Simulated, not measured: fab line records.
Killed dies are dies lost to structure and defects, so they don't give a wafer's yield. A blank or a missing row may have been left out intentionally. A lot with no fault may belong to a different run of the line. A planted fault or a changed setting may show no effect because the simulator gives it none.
fab line records    flow sky130
record lots=4  wafers=12  last_day=50
route steps=708 shown POLY_CUT@317 SD_P@320 RES_XHIGH@333 SD_N@342 PAD_OPEN@708
lots with no fault: from the same line, run without faults
start_h: hours from the record's first day to the start of the lot's first wafer shown    wait_h: hours from the lot's prior step to this one    " repeats the value in the row above    L1.1+2: a single row standing in for several wafers    - no value, or no start was given    * or withheld: withheld    < > ~ a bound
route shown NAME@n: names a module that has steps shown in the file, with the first one's number in the route    usual: mean and standard deviation over wafers with no fault    same: alike in all rows    chamber/n: place in a boat    sites: readings site by site    _std_site: standard deviation of those values    _edge_site: mean of outer sites minus mean of inner sites    radius_mm: how far each site lies from the wafer's centre    mask NAME#n: copy n    behind: tool/chamber where the wafer was last shaped    hold: reason for holding the lot/hours on hold/outcome of the hold    device: the transistor (n, p or np) that didn't switch    end of line: the tests these same wafers got at the end of their route    a step given without rows: its recipe and nothing more    killed: not the wafer's yield, but the dies lost to structure and defects at the first sort    map: per-die view of a wafer (x killed, . not killed, _ where there is no die)
set.NAME: the setting that was run; set.NAME@STEP: the one run at that earlier step    model.NAME: the simulator's own value behind a step, which no gauge read
lots at selected steps of the route; one table per step, one row per wafer
services: from which hour (start_h, from the record's first day; less than 0 if before it) a tool's chamber was out of use, for how many hours, and why
## steps
# step SKY_POLY_CUT_ETCH_10
# recipe chemistry=N2/H2  target=BARC  ion_energy_ev=200  source_w=500  bias_w=100  pressure_mtorr=30  n2_flow_sccm=100  h2_flow_sccm=200  stop_on=SiO2  time_s=45.9  target_depth_a=600
# step SKY_POLY_CUT_ETCH_11
# recipe target=Si3N4  chemistry=CF4/CH2F2/Ar  stop_on=poly-Si  source_w=600  bias_w=150  pressure_mtorr=40  cf4_flow_sccm=40  ch2f2_flow_sccm=20  Ar_flow_sccm=150  time_s=42.5  target_depth_a=600
# step SKY_POLY_CUT_STRIP_12
# recipe chemistry=O2/N2  power_w=1400  pressure_mtorr=1500  platen_temp_c=withheld  o2_flow_sccm=3000  n2_flow_sccm=300  overash_fraction=0.5
# step SKY_SD_P_DEHYDRATE_00
# recipe temp_c=200  time_s=60
# step SKY_SD_P_HMDS_01
# recipe prime_time_s=60  prime_temp_c=120
# step SKY_SD_P_COAT_02
# recipe resist=NOVOLAK  spin_rpm=3000  resist_thk_nm=1140
# step SKY_SD_P_SOFTBAKE_03
# recipe temp_c=90  time_s=60  resist=NOVOLAK
# step SKY_SD_P_EXPOSE_04
# recipe mask_id=PSDM  na=0.6  source_shape=conventional  sigma_outer=0.6  polarization=unpolarized  target_cd_nm=380  dose_mj=138
# step SKY_SD_P_PEB_05
# recipe temp_c=withheld  time_s=*  resist=NOVOLAK
# step SKY_SD_P_DEVELOP_06
# recipe resist=NOVOLAK  developer=TMAH  develop_time_s=60  dev_temp_c=23
# step SKY_SD_P_IMPLANT_09
# recipe species=BF2  energy_kev=20  dose_cm2=3e+15  tilt_deg=0
# usual dose_ions_cm2=3e+15/3.2e+12
lot.wafer  tool          chamber  start_h  wait_h  dose_ions_cm2
L354.1     implanter-04  0        607.73   0.0     3e+15
L354.2     "             0        "        "       2.997e+15
L354.3     "             0        "        "       2.998e+15
L369.2     implanter-03  0        736.65   0.0     3e+15
L369.4     "             0        "        "       3.002e+15
L369.5     "             0        "        "       2.993e+15
L370.2     implanter-04  0        739.05   0.0     2.408e+15
L370.3     "             0        "        "       2.409e+15
L370.6     "             0        "        "       2.405e+15
L373.2     implanter-04  0        761.55   0.0     2.409e+15
L373.3     "             0        "        "       2.408e+15
L373.4     "             0        "        "       2.409e+15
# step SKY_SD_P_STRIP_10
# recipe chemistry=O2/N2  power_w=1400  pressure_mtorr=1500  platen_temp_c=withheld  o2_flow_sccm=3000  n2_flow_sccm=300  overash_fraction=0.5
# usual drypump_motor_current_A=5.6/0.55  oes_product_au=0.617/0.0045  strip_time_to_endpoint_s=17.50/0.052
# same overash_fraction=0.5
lot.wafer  tool             chamber  start_h  wait_h  drypump_motor_current_A  oes_product_au  rf_hours_counter_h  strip_time_to_endpoint_s
L354.1     plasma_asher-03  0        607.88   0.1     5.8                      0.620           89                  17.54
L354.2     "                1        "        "       5.4                      0.623           89                  17.56
L354.3     "                0        "        "       5.8                      0.618           -                   17.54
L369.2     plasma_asher-01  1        736.78   0.1     5.5                      0.615           28                  17.59
L369.4     "                0        "        "       5.2                      0.620           -                   17.59
L369.5     "                0        "        "       5.2                      0.619           -                   17.59
L370.2     plasma_asher-01  0        739.18   0.1     5.2                      0.631           28                  17.04
L370.3     "                1        "        "       5.5                      0.621           -                   16.99
L370.6     "                0        "        "       5.2                      0.628           -                   17.04
L373.2     plasma_asher-04  0        761.68   0.1     6.8                      0.631           97                  17.08
L373.3     "                1        "        "       5.3                      0.624           -                   17.09
L373.4     "                0        "        "       6.8                      0.626           -                   17.09
# step SKY_SD_P_TW_MEAS_11
# usual SD_P_TW=2788/14
lot.wafer  tool           chamber  start_h  wait_h  hold                      SD_P_TW
L354.1     film_metro-01  -        607.98   0.1     -                         2791
L354.2     "              -        "        "       -                         2796
L354.3     "              -        "        "       -                         2789
L369.2     film_metro-03  -        736.89   0.1     -                         2783
L369.4     "              -        "        "       -                         2793
L369.5     "              -        "        "       -                         2774
L370.2     film_metro-01  -        739.29   0.1     await_dispo/0.2h/release  2688
L370.3     "              -        "        "       await_dispo/0.2h/release  2687
L370.6     "              -        "        "       await_dispo/0.2h/release  2687
L370.2     film_metro-01  -        739.52   0.2     -                         2677
L370.3     "              -        "        "       -                         2685
L370.6     "              -        "        "       -                         2677
L373.2     film_metro-01  -        761.79   0.1     await_dispo/0.2h/release  2661
L373.3     "              -        "        "       await_dispo/0.2h/release  2652
L373.4     "              -        "        "       await_dispo/0.2h/release  2660
L373.2     film_metro-01  -        762.01   0.2     -                         2664
L373.3     "              -        "        "       -                         2653
L373.4     "              -        "        "       -                         2653
# step SKY_RES_XHIGH_HMDS_01
# recipe prime_time_s=60  prime_temp_c=120
# step SKY_RES_XHIGH_COAT_02
# recipe resist=NOVOLAK  spin_rpm=3000  resist_thk_nm=1140
# step SKY_RES_XHIGH_SOFTBAKE_03
# recipe temp_c=90  time_s=60  resist=NOVOLAK
# step SKY_RES_XHIGH_EXPOSE_04
# recipe mask_id=URPM  na=0.6  source_shape=conventional  sigma_outer=0.6  polarization=unpolarized  target_cd_nm=1270  dose_mj=140
# step SKY_RES_XHIGH_PEB_05
# recipe temp_c=withheld  time_s=*  resist=NOVOLAK
# step SKY_RES_XHIGH_DEVELOP_06
# recipe resist=NOVOLAK  developer=TMAH  develop_time_s=60  dev_temp_c=23
# step SKY_RES_XHIGH_IMPLANT_07
# recipe species=BF2  energy_kev=20  dose_cm2=3.6e+14  tilt_deg=0
# step SKY_RES_XHIGH_STRIP_08
# recipe chemistry=O2/N2  power_w=1400  pressure_mtorr=1500  platen_temp_c=withheld  o2_flow_sccm=3000  n2_flow_sccm=300  overash_fraction=0.5
# step SKY_SD_N_DEHYDRATE_00
# recipe temp_c=200  time_s=60
# step SKY_SD_N_HMDS_01
# recipe prime_time_s=60  prime_temp_c=120
# step SKY_SD_N_COAT_02
# recipe resist=NOVOLAK  spin_rpm=3000  resist_thk_nm=1140
# step SKY_SD_N_SOFTBAKE_03
# recipe temp_c=90  time_s=60  resist=NOVOLAK
# step SKY_SD_N_EXPOSE_04
# recipe mask_id=NSDM  na=0.6  source_shape=conventional  sigma_outer=0.6  polarization=unpolarized  target_cd_nm=380  dose_mj=141
# step SKY_SD_N_PEB_05
# recipe temp_c=withheld  time_s=*  resist=NOVOLAK
# step SKY_SD_N_DEVELOP_06
# recipe resist=NOVOLAK  developer=TMAH  develop_time_s=60  dev_temp_c=23
# step SKY_SD_N_IMPLANT_09
# recipe species=As  energy_kev=50  dose_cm2=4e+15  tilt_deg=0
# step SKY_SD_N_IMPLANT_10
# recipe species=P  energy_kev=20  dose_cm2=1e+14  tilt_deg=0
# step SKY_SD_N_STRIP_11
# recipe chemistry=O2/N2  power_w=1400  pressure_mtorr=1500  platen_temp_c=withheld  o2_flow_sccm=3000  n2_flow_sccm=300  overash_fraction=0.5
# step SKY_SD_N_CLEAN_13
# recipe chemistry=SC1/SC2  mix=1:4:20  temp_c=70  time_s=150  dry=n2_spin
# step SKY_SD_N_RTA_14
# recipe temp_c=1075  time_s=2  idle_temp_c=650  ramp_up_c_per_s=150  ramp_down_c_per_s=90  ambient=N2
# step SKY_SD_N_RS_MEAS_17
# recipe thk_meas_gauge=four-point-probe
# usual SD_P_RS=147.0/0.35
lot.wafer  tool           chamber  start_h  wait_h  hold                      SD_P_RS[ohm/sq]
L354.1     film_metro-03  -        662.47   0.1     -                         147.2
L354.2     "              -        "        "       -                         147.4
L354.3     "              -        "        "       -                         147.2
L369.2     film_metro-03  -        791.41   0.1     -                         146.4
L369.4     "              -        "        "       -                         146.5
L369.5     "              -        "        "       -                         146.9
L370.2     film_metro-04  -        794.40   0.1     await_dispo/0.2h/release  149.9
L370.3     "              -        "        "       await_dispo/0.2h/release  150.3
L370.6     "              -        "        "       await_dispo/0.2h/release  150.6
L370.2     film_metro-04  -        794.69   0.3     -                         150.3
L370.3     "              -        "        "       -                         150.1
L370.6     "              -        "        "       -                         150.6
L373.2     film_metro-04  -        816.80   0.1     await_dispo/0.2h/release  150.9
L373.3     "              -        "        "       await_dispo/0.2h/release  151.2
L373.4     "              -        "        "       await_dispo/0.2h/release  150.8
L373.2     film_metro-04  -        817.09   0.3     -                         151.2
L373.3     "              -        "        "       -                         150.5
L373.4     "              -        "        "       -                         150.4
# step SKY_PAD_OPEN_PROBE_99
# usual killed_at_M0_to_M3=43/6.6  killed_at_M4_up=3.2/1.9  killed_at_contacts=25/5.3  killed_at_front_end=16/4.5  killed_at_other=0.3/0.63  killed_dies=87/8.9  killed_open=48/7.9  killed_short=39/5.3
# same gross_dies=492  killed_at_back_side=0
lot.wafer  tool       chamber  start_h  wait_h  killed_at_M0_to_M3  killed_at_M4_up  killed_at_contacts  killed_at_front_end  killed_at_other  killed_dies  killed_open  killed_short  model.etest.res_high_po.line_ohm_um  model.etest.licon_high_po.rc_ohm  model.etest.res_pdiff.line_ohm_um  model.etest.res_high_po.rs_ohm_sq  model.etest.licon_pdiff.rc_ohm  model.etest.res_pdiff_hv.rs_ohm_sq  model.etest.res_pdiff.rs_ohm_sq
L354.1     prober-02  -        1089.24  0.1     36                  3                27                  14                   1                81           36           43            755.8                                357.4                             1319                               263.6                              578.7                           192.4                               197.2
L354.2     prober-02  -        1089.29  0.1     46                  2                30                  8                    1                87           44           41            735.7                                366.3                             1348                               257                                595.2                           194                                 198.1
L354.3     prober-02  -        1089.34  0.2     45                  5                28                  12                   0                90           45           43            748.7                                346.5                             1349                               258.9                              592.1                           191.6                               196.8
L369.2     prober-01  -        1178.34  0.1     40                  4                22                  20                   1                87           40           46            719                                  352.3                             1363                               252.1                              597.3                           190.4                               195.9
L369.4     prober-01  -        1178.44  0.2     39                  3                34                  11                   0                87           45           42            735.8                                355.2                             1383                               257.7                              597.3                           191.5                               198.5
L369.5     prober-01  -        1178.49  0.2     38                  5                23                  15                   1                82           45           37            722.6                                338.6                             1401                               256.1                              606.6                           191.4                               198.5
L370.2     prober-02  -        1180.03  0.1     45                  2                23                  14                   0                84           56           28            860.1                                453.5                             1533                               300.7                              618.5                           209.5                               215.9
L370.3     prober-02  -        1180.08  0.2     47                  1                27                  18                   0                93           45           48            848.2                                458                               1533                               300.1                              647.4                           207.6                               215.3
L370.6     prober-02  -        1180.23  0.2     32                  1                27                  16                   0                76           37           38            845.6                                473.9                             1496                               298.6                              653.4                           210.1                               215.6
L373.2     prober-01  -        1193.05  0.1     45                  6                28                  18                   0                97           44           52            847.8                                470.1                             1501                               300.4                              615.2                           205.9                               211.2
L373.3     prober-01  -        1193.10  0.2     41                  2                29                  20                   0                92           52           40            874.6                                483.3                             1461                               312.7                              626.1                           205.3                               210.4
L373.4     prober-01  -        1193.15  0.2     36                  4                38                  23                   0                101          52           49            887.6                                480.9                             1493                               307                                603.7                           204.3                               208.8
# killed by level:class
L354.1 CONTACT:geometric_particle:open=8 LI_CONTACT:geometric_particle:open=7 VIA1:geometric_particle:open=6 LOCAL_INTERCONNECT:geometric_particle:short=5 CONTACT:geometric_particle:short=5 VIA1:geometric_particle:short=5 METAL3:geometric_particle:short=5 METAL1:geometric_particle:short=4
L354.2 CONTACT:geometric_particle:open=13 LI_CONTACT:geometric_particle:open=7 METAL2:geometric_particle:short=7 VIA1:geometric_particle:open=7 VIA1:geometric_particle:short=6 VIA3:geometric_particle:open=5 VIA2:geometric_particle:short=5 LI_CONTACT:geometric_particle:short=4
L354.3 CONTACT:geometric_particle:open=16 VIA1:geometric_particle:open=7 VIA3:geometric_particle:open=7 VIA1:geometric_particle:short=6 METAL1:geometric_particle:short=6 METAL2:geometric_particle:short=6 CONTACT:geometric_particle:short=5 FIELD_ISO:geometric_particle:open=4
L369.2 FIELD_ISO:geometric_particle:short=12 CONTACT:geometric_particle:open=11 CONTACT:geometric_particle:short=7 VIA3:geometric_particle:open=7 VIA2:geometric_particle:open=6 METAL1:geometric_particle:short=6 VIA1:geometric_particle:open=6 METAL2:geometric_particle:short=5
L369.4 CONTACT:geometric_particle:open=14 CONTACT:geometric_particle:short=8 LI_CONTACT:geometric_particle:open=7 METAL3:geometric_particle:short=7 VIA1:geometric_particle:short=6 VIA1:geometric_particle:open=6 METAL1:geometric_particle:short=5 METAL2:geometric_particle:short=4
L369.5 CONTACT:geometric_particle:open=12 VIA2:geometric_particle:open=8 VIA1:geometric_particle:open=7 METAL1:geometric_particle:short=5 FIELD_ISO:geometric_particle:open=4 CONTACT:geometric_particle:short=4 LI_CONTACT:geometric_particle:short=4 METAL2:geometric_particle:short=4
L370.2 VIA1:geometric_particle:open=17 CONTACT:geometric_particle:open=10 VIA2:geometric_particle:open=8 LI_CONTACT:geometric_particle:open=6 METAL1:geometric_particle:short=5 VIA3:geometric_particle:open=5 POLY_GATE:geometric_particle:short=4 LOCAL_INTERCONNECT:geometric_particle:short=3
L370.3 VIA1:geometric_particle:open=12 VIA1:geometric_particle:short=8 CONTACT:geometric_particle:open=8 LI_CONTACT:geometric_particle:open=7 POLY_GATE:geometric_particle:short=7 METAL2:geometric_particle:short=6 LOCAL_INTERCONNECT:geometric_particle:short=5 METAL1:geometric_particle:short=5
L370.6 LI_CONTACT:geometric_particle:open=11 VIA3:geometric_particle:open=9 FIELD_ISO:geometric_particle:short=6 LOCAL_INTERCONNECT:geometric_particle:short=6 METAL2:geometric_particle:short=5 VIA1:geometric_particle:short=5 FIELD_ISO:geometric_particle:open=4 CONTACT:geometric_particle:open=4
L373.2 CONTACT:geometric_particle:open=14 METAL2:geometric_particle:short=8 METAL1:geometric_particle:short=7 CONTACT:geometric_particle:short=7 POLY_GATE:geometric_particle:short=5 VIA2:geometric_particle:short=5 VIA1:geometric_particle:open=5 VIA3:geometric_particle:open=5
L373.3 CONTACT:geometric_particle:open=16 VIA1:geometric_particle:open=11 CONTACT:geometric_particle:short=7 FIELD_ISO:geometric_particle:open=5 FIELD_ISO:geometric_particle:short=5 VIA1:geometric_particle:short=5 VIA2:geometric_particle:open=5 LI_CONTACT:geometric_particle:open=4
L373.4 LI_CONTACT:geometric_particle:open=14 CONTACT:geometric_particle:open=11 METAL2:geometric_particle:short=10 FIELD_ISO:geometric_particle:open=6 VIA1:geometric_particle:short=6 POLY_GATE:geometric_particle:short=5 CONTACT:geometric_particle:short=5 VIA1:geometric_particle:open=5
## services
tool             chamber  start_h  hours  kind
plasma_asher-04  -        603.06   2.8    pm
plasma_asher-03  -        627.84   2.8    pm
plasma_asher-03  -        634.46   2.0    repair
implanter-03     -        635.12   1.1    repair
implanter-03     -        638.51   3.8    pm
implanter-03     -        646.82   6.4    repair
plasma_asher-01  -        649.55   16.9   repair
plasma_asher-01  -        666.47   14.6   pm
plasma_asher-03  -        669.35   0.5    repair
plasma_asher-03  -        724.23   1.7    repair
plasma_asher-03  -        733.75   9.0    pm
plasma_asher-03  0        733.75   9.0    vent_cycle
plasma_asher-03  1        733.75   9.0    vent_cycle
plasma_asher-03  0        742.75   -      clean
plasma_asher-03  1        742.75   -      clean
plasma_asher-01  -        751.06   3.0    repair
plasma_asher-03  -        757.13   8.6    repair
## key
first_sign step=SKY_SD_P_IMPLANT_09  reading=dose_ions_cm2  direction=down  sigmas=99+  usual=*  struck=*
effect step=SKY_SD_P_STRIP_10  reading=strip_time_to_endpoint_s  direction=down  sigmas=8.6  usual=*  struck=*
effect step=SKY_SD_P_TW_MEAS_11  reading=visit  direction=added
effect step=SKY_SD_P_TW_MEAS_11  reading=SD_P_TW  direction=down  sigmas=8.2  usual=2788  struck=2673
effect step=SKY_SD_N_RS_MEAS_17  reading=SD_P_RS  direction=up  sigmas=10  usual=147.0  struck=150.6
model_effect step=SKY_PAD_OPEN_PROBE_99  value=etest.res_high_po.line_ohm_um  without=732.8  struck=860.7
met_at SKY_SD_P_IMPLANT_09
struck_wafers L370.2,L370.3,L370.6,L373.2,L373.3,L373.4
tester_left_out L370,L373
onset_between 607.73 739.05
fault kind=process_parameter_drift  tool=implanter-04  chamber=-  onset_h=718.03  steps=SKY_SD_P_IMPLANT_09  channel=dose_cm2  offset=*  shape=step  end_h=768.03  acts_in=*  stated=*
# tester_left_out: of these lots the tester's yield and bins aren't shown, on N5 and GAA mostly nor the transistor test; their killed dies are dies lost to structure and defects alone, not to doping, threshold or leakage, so they don't give the yield
